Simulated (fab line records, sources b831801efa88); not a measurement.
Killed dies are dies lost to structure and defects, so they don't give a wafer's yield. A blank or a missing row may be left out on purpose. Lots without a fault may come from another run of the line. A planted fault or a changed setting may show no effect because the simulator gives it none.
A struck lot beside a sound one | flow sky130 | 19 steps out of a route of 708
Sound: wafers L432.2, L432.3, L432.4. Struck: wafers L441.1, L441.5, L441.6. The cause comes at the end.
At each step with rows: each side's tool, then ch and its chambers, then its first start. Under that, the readings that differ: sound wafers | struck wafers | difference of the means | sigmas: that difference in standard deviations of wafers without a fault.
alike: readings whose means differ by less than 2 such deviations, and words and numbers that are the same on both sides. not compared: withheld readings, readings that some wafer has no value for, bounds like >300 that may hide the same value, and numbers for which the record gives no deviation and whose values overlap.
The two part at a step that has a row with sigmas, a row that says differs or no value, or rows on one side only. Numbers that don't overlap but have no deviation are shown without sigmas and don't part them. A reading that every wafer of one side lacks parts them only if that side has two wafers or more.

first, 8 steps without rows for these wafers: SKY_RES_XHIGH_DEHYDRATE_00 (time 60 s); SKY_RES_XHIGH_HMDS_01 (prime time 60 s); SKY_RES_XHIGH_COAT_02 (resist thk 1140 nm); SKY_RES_XHIGH_SOFTBAKE_03 (time 60 s); SKY_RES_XHIGH_EXPOSE_04 (exposes mask URPM, target cd 1270 nm); SKY_RES_XHIGH_PEB_05; SKY_RES_XHIGH_DEVELOP_06 (develop time 60 s); SKY_RES_XHIGH_IMPLANT_07.
SKY_RES_XHIGH_STRIP_08: strips in O2/N2.
  sound on plasma_asher-01 ch 0,1, day 28 11:10; struck on plasma_asher-04 ch 0,1, day 31 06:18
  reading               | sound             | struck            | difference | sigmas
  oes_product_au (a.u.) | 0.717 0.716 0.713 | 0.706 0.705 0.705 | -0.010     | -2
  alike: drypump_motor_current_A, strip_time_to_endpoint_s
  not compared: rf_hours_counter_h
SKY_RES_XHIGH_TW_MEAS_09:
  sound on film_metro-03, day 28 11:16; struck on film_metro-04, day 31 06:24
  alike: RES_XHIGH_TW
then, 2 steps without rows for these wafers: SKY_SD_N_DEHYDRATE_00 (time 60 s); SKY_SD_N_HMDS_01 (prime time 60 s).
SKY_SD_N_COAT_02: resist thk 1140 nm.
  sound on litho_track-01 ch 0, day 29 01:01; struck on litho_track-02, day 31 20:12
  no value came back on the struck wafers for chill_plate_temp_C (C), dispense_pressure_kPa (kPa); on the sound wafers chill_plate_temp_C (C) reads 22.94 23.03 22.84
then, 4 steps without rows for these wafers: SKY_SD_N_SOFTBAKE_03 (time 60 s); SKY_SD_N_EXPOSE_04 (exposes mask NSDM, target cd 380 nm); SKY_SD_N_PEB_05; SKY_SD_N_DEVELOP_06 (develop time 60 s).
SKY_SD_N_CD_MEAS_07: target cd 380 nm.
  sound on cd_sem-01, day 29 15:34; struck on cd_sem-01, day 32 10:40
  reading    | sound             | struck | difference                    | sigmas
  cd_nm (nm) | 380.2 380.0 383.7 | - - -  | no value on the struck wafers |
SKY_SD_N_OVL_MEAS_08:
  sound on overlay-01, day 29 15:40; struck on overlay-02, day 32 10:47
  reading       | sound        | struck | difference                    | sigmas
  SD_N_OVL (nm) | 1.1 1.1 -0.6 | - - -  | no value on the struck wafers |

WHERE THEY PART
First at SKY_RES_XHIGH_STRIP_08; last, within this record, at SKY_SD_N_OVL_MEAS_08.

WHY: what the simulator had put in
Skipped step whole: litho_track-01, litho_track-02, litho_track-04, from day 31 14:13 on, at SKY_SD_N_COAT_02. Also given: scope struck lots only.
